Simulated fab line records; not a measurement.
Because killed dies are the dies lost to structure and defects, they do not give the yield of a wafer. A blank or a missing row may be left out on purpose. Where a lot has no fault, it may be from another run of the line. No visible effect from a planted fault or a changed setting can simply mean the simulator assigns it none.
Matching of chambers | flow sky130 | SKY_VIA4_CMP_21 on cmp-01 has 4 sister chambers
The step polishes, stops on SiO2, t overpolish 25 s, target thk 0 nm. 4 wafers are shown with their chamber, then 7 later ones without.

## WAFERS PAIRED WITH THEIR CHAMBERS
wafer  | chamber | motor-current-A (A)
L155.1 | 3       | 11.5
L155.3 | 0       | 9.5
L168.2 | 1       | 11.4
L168.3 | 2       | 13.3

## WAFERS MISSING THEIR CHAMBER
wafer  | motor-current-A (A)
L168.6 | 11.8
L167.4 | 12.8
L167.5 | 10.3
L167.6 | 10.9
L170.1 | 11.3
L170.4 | 13.2
L170.5 | 10.8

## WHICH CHAMBER EACH WENT THROUGH
wafer  | from the rows above          | in truth
L168.6 | can't be placed: 3 or 1      | 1
L167.4 | can't be placed: 2 or 3 or 1 | 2
L167.5 | can't be placed: 0 or 1 or 3 | 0
L167.6 | can't be placed: 1 or 3 or 0 | 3
L170.1 | can't be placed: 1 or 3      | 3
L170.4 | 2                            | 2
L170.5 | can't be placed: 1 or 3 or 0 | 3
Placed correctly: 1 of 7. Can't be placed from these rows: 6 (the true chamber is among the candidates in 6). Placed wrongly: 0.
How it was worked out, from the rows above alone: a wafer's distance from a chamber is the root of the sum, over the readings, of the square of ((its reading less the chamber's mean) divided by the reading's scatter). If the next closest chamber is less than 2 further off than the closest, the wafer can't be placed; otherwise it belongs to the closest. The mean given for a chamber averages the wafers shown for that chamber. The scatter: with one shown wafer a chamber, the root of the mean of the squares of how far each hidden wafer lies from its nearest shown one.
